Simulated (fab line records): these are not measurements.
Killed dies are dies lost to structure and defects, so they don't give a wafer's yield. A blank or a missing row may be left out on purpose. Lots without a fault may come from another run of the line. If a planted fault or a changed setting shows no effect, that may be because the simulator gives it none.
What tool caused it? | flow gf180mcu | 13 lots, 39 wafers sampled, at 5 steps of a route of 602

== WHAT EACH GAUGE READ, for each wafer ==
GF_PSD_OVL_MEAS_08. Usual: PSD_OVL 1.0 nm, standard deviation 1.1.
lot  | measured     | on         | PSD_OVL (nm)      | flag
L485 | day 14 11:43 | overlay-02 | 1.2 0.3 -0.1      | 
L486 | day 14 19:34 | overlay-01 | 0.1 1.7 -0.5      | 
L487 | day 15 05:31 | overlay-01 | 1.5 3.7 3.1       | 
L489 | day 15 12:26 | overlay-02 | 1.3 2.4 1.6       | 
L492 | day 16 18:38 | overlay-01 | 0.9 1.3 2.2       | 
L494 | day 17 08:55 | overlay-01 | 1.9 1.3 1.6       | 
L496 | day 18 02:42 | overlay-02 | 1.4 2.1 2.0       | 
L497 | day 18 14:46 | overlay-02 | 1.4 0.5 0.5       | 
L500 | day 19 14:43 | overlay-02 | 1.8 1.9 0.9       | 
L502 | day 20 09:34 | overlay-01 | 226.9 226.1 226.1 | OFF
L503 | day 20 18:14 | overlay-02 | 1.9 1.4 1.1       | 
L505 | day 21 04:17 | overlay-02 | 226.3 226.4 227.0 | OFF
L507 | day 21 21:55 | overlay-01 | 2.8 1.7 1.8       | 

GF_PSD_RS_MEAS_14: a four-point-probe measurement. Usual: NSD_RS 46.09 ohm/sq, standard deviation 0.092.
lot  | measured     | on           | NSD_RS (ohm/sq)   | flag
L485 | day 14 12:13 | filmMetro-04 | 46.14 46.06 46.13 | 
L486 | day 14 20:03 | filmMetro-03 | 46.09 46.09 46.14 | 
L487 | day 15 06:01 | filmMetro-01 | 45.85 45.97 45.96 | 
L489 | day 15 12:55 | filmMetro-01 | 46.06 45.95 46.02 | 
L492 | day 16 19:07 | filmMetro-01 | 46.08 46.01 46.08 | 
L494 | day 17 09:25 | filmMetro-01 | 46.12 46.18 46.15 | 
L496 | day 18 03:11 | filmMetro-01 | 45.89 46.02 45.90 | 
L497 | day 18 15:20 | filmMetro-04 | 46.04 46.24 46.04 | 
L500 | day 19 15:13 | filmMetro-04 | 46.29 46.05 46.24 | 
L502 | day 20 10:03 | filmMetro-01 | 45.97 46.13 46.15 | 
L503 | day 20 18:43 | filmMetro-01 | 46.10 45.91 46.02 | 
L505 | day 21 04:46 | filmMetro-03 | 46.07 46.10 46.11 | 
L507 | day 21 22:28 | filmMetro-03 | 46.04 46.10 46.08 | 

== EACH LOT AND THE TOOL THAT RAN IT (in order: tool; ch and the chambers of the sampled wafers; start) ==
lot  | GF_HV_LDD_STRIP_37                  | GF_PSD_EXPOSE_04                   | GF_PSD_RTA_13
L485 | plasmaAsher-02 ch 0,1, day 11 20:49 | ilineStepper-01 ch 0, day 14 01:38 | rtpAnneal-02 ch 0, day 14 12:07
L486 | plasmaAsher-01 ch 0,1, day 12 03:00 | ilineStepper-01 ch 0, day 14 08:43 | rtpAnneal-02 ch 0, day 14 19:58
L487 | plasmaAsher-02 ch 0,1, day 12 13:21 | ilineStepper-02 ch 0, day 14 19:19 | rtpAnneal-01 ch 0, day 15 05:56
L489 | plasmaAsher-02 ch 0,1, day 12 19:13 | ilineStepper-01 ch 0, day 15 02:14 | rtpAnneal-02 ch 0, day 15 12:50
L492 | plasmaAsher-04 ch 0,1, day 13 21:20 | ilineStepper-01 ch 0, day 16 07:17 | rtpAnneal-02 ch 0, day 16 19:02
L494 | plasmaAsher-02 ch 0,1, day 14 11:42 | ilineStepper-01 ch 0, day 16 21:51 | rtpAnneal-02 ch 0, day 17 09:19
L496 | plasmaAsher-01 ch 0, day 15 05:27   | ilineStepper-02 ch 0, day 17 15:11 | rtpAnneal-02 ch 0, day 18 03:06
L497 | plasmaAsher-04 ch 0,1, day 15 17:11 | ilineStepper-02 ch 0, day 18 03:46 | rtpAnneal-01 ch 0, day 18 15:10
L500 | plasmaAsher-01 ch 0,1, day 16 12:41 | ilineStepper-02 ch 0, day 19 02:29 | rtpAnneal-02 ch 0, day 19 15:08
L502 | plasmaAsher-04 ch 0,1, day 17 04:57 | ilineStepper-01 ch 0, day 19 21:55 | rtpAnneal-01 ch 0, day 20 09:58
L503 | plasmaAsher-04 ch 0,1, day 17 13:04 | ilineStepper-02 ch 0, day 20 06:57 | rtpAnneal-01 ch 0, day 20 18:38
L505 | plasmaAsher-01 ch 0,1, day 18 02:12 | ilineStepper-01 ch 0, day 20 15:52 | rtpAnneal-01 ch 0, day 21 04:41
L507 | plasmaAsher-01 ch 0,1, day 18 18:36 | ilineStepper-02 ch 0, day 21 10:16 | rtpAnneal-01 ch 0, day 21 22:23
- GF_HV_LDD_STRIP_37: strips in O2/N2.
- GF_PSD_EXPOSE_04: exposes mask Pplus, target cd 400 nm.
- GF_PSD_RTA_13: time 20 s.

== WHAT THE TOOLS THEMSELVES READ (means of the sampled wafers that have a number; where no wafer has one, the mark that the record gives instead) ==
GF_HV_LDD_STRIP_37. Usual: drypumpMotorCurrentA 5.9 A, standard deviation 0.48; heaterPowerW 331 W, standard deviation 21; oesProductAu 0.717 a.u., standard deviation 0.0049; stripTimeToEndpointS 12.64 s, standard deviation 0.033.
lot  | tool           | drypumpMotorCurrentA (A) | heaterPowerW (W) | oesProductAu (a.u.) | stripTimeToEndpointS (s) | flag
L485 | plasmaAsher-02 | 6.1                      | 348              | 0.717               | 12.58                    | 
L486 | plasmaAsher-01 | 5.6                      | 321              | 0.718               | 12.62                    | 
L487 | plasmaAsher-02 | 6.4                      | 335              | 0.716               | 12.64                    | 
L489 | plasmaAsher-02 | 6.1                      | 348              | 0.717               | 12.60                    | 
L492 | plasmaAsher-04 | 5.8                      | 337              | 0.717               | 12.64                    | 
L494 | plasmaAsher-02 | 6.0                      | 349              | 0.720               | 12.59                    | 
L496 | plasmaAsher-01 | 6.2                      | 311              | 0.718               | 12.65                    | 
L497 | plasmaAsher-04 | 5.8                      | 345              | 0.713               | 12.66                    | 
L500 | plasmaAsher-01 | 5.5                      | 319              | 0.716               | 12.58                    | 
L502 | plasmaAsher-04 | 5.8                      | 333              | 0.720               | 12.63                    | 
L503 | plasmaAsher-04 | 5.8                      | 343              | 0.717               | 12.66                    | 
L505 | plasmaAsher-01 | 5.9                      | 313              | 0.712               | 12.66                    | 
L507 | plasmaAsher-01 | 5.6                      | 323              | 0.719               | 12.66                    | 

GF_PSD_EXPOSE_04. Usual: stageVelMmS 499.97 mm/s, standard deviation 0.22.
lot  | tool            | stageVelMmS (mm/s) | flag
L485 | ilineStepper-01 | 500.13             | 
L486 | ilineStepper-01 | 499.83             | 
L487 | ilineStepper-02 | 500.17             | 
L489 | ilineStepper-01 | 500.01             | 
L492 | ilineStepper-01 | 500.06             | 
L494 | ilineStepper-01 | 500.00             | 
L496 | ilineStepper-02 | 500.21             | 
L497 | ilineStepper-02 | 499.67             | 
L500 | ilineStepper-02 | 499.86             | 
L502 | ilineStepper-01 | 499.97             | 
L503 | ilineStepper-02 | 500.09             | 
L505 | ilineStepper-01 | 500.16             | 
L507 | ilineStepper-02 | 499.62             | 

GF_PSD_RTA_13. Usual: lampPowerPct 32.7 %, standard deviation 1.2; wafer_temp_C_max 1031.7, standard deviation 2.5.
lot  | tool         | lampPowerPct (%) | wafer_temp_C_max | flag
L485 | rtpAnneal-02 | 31.6             | 1029.4           | 
L486 | rtpAnneal-02 | 31.6             | 1029.2           | 
L487 | rtpAnneal-01 | 34.0             | 1034.6           | 
L489 | rtpAnneal-02 | 31.6             | 1029.2           | 
L492 | rtpAnneal-02 | 31.6             | 1030.1           | 
L494 | rtpAnneal-02 | 31.6             | 1029.7           | 
L496 | rtpAnneal-02 | 31.6             | 1030.2           | 
L497 | rtpAnneal-01 | 33.9             | 1035.2           | 
L500 | rtpAnneal-02 | 31.6             | 1030.5           | 
L502 | rtpAnneal-01 | 34.0             | 1032.5           | 
L503 | rtpAnneal-01 | 33.9             | 1034.3           | 
L505 | rtpAnneal-01 | 33.9             | 1035.0           | 
L507 | rtpAnneal-01 | 33.9             | 1034.9           | 

== THE ANSWER, worked out from the rows above alone ==
Rule: take the mean of a lot's wafers that have a number; if it is more than 3 standard deviations from the usual mean, the lot is off. A lot without any number at a reading at which 4 lots or more have one is off too. All remaining lots with rows at the step are treated as sound. Order of review: gauges by route order, followed by the tools' own readings, for which a lot's mean as printed above is used. The first step at which some lot is off is used, and at that step the reading that is off furthest; a lot without a number counts as furthest.
Off: L502, L505, seen at GF_PSD_OVL_MEAS_08 (PSD_OVL).
If a tool, at a process step before that reading, ran all the lots that are off and no sound lot after the first of them, it fits. Those tools and the gauges at GF_PSD_OVL_MEAS_08 are tried in the same way. One fits: ilineStepper-01 at GF_PSD_EXPOSE_04. Its last sound lot is L494 (day 16 21:51), its first lot that is off L502 (day 19 21:55): a fault that began between those two fits.

== WHAT THE SIMULATOR HAD INSERTED ==
Scanner matching overlay: ilineStepper-01, from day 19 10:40 on, at GF_PSD_EXPOSE_04. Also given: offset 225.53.
Shown lots that were struck: L502, L505. The rule given above showed the same thing.
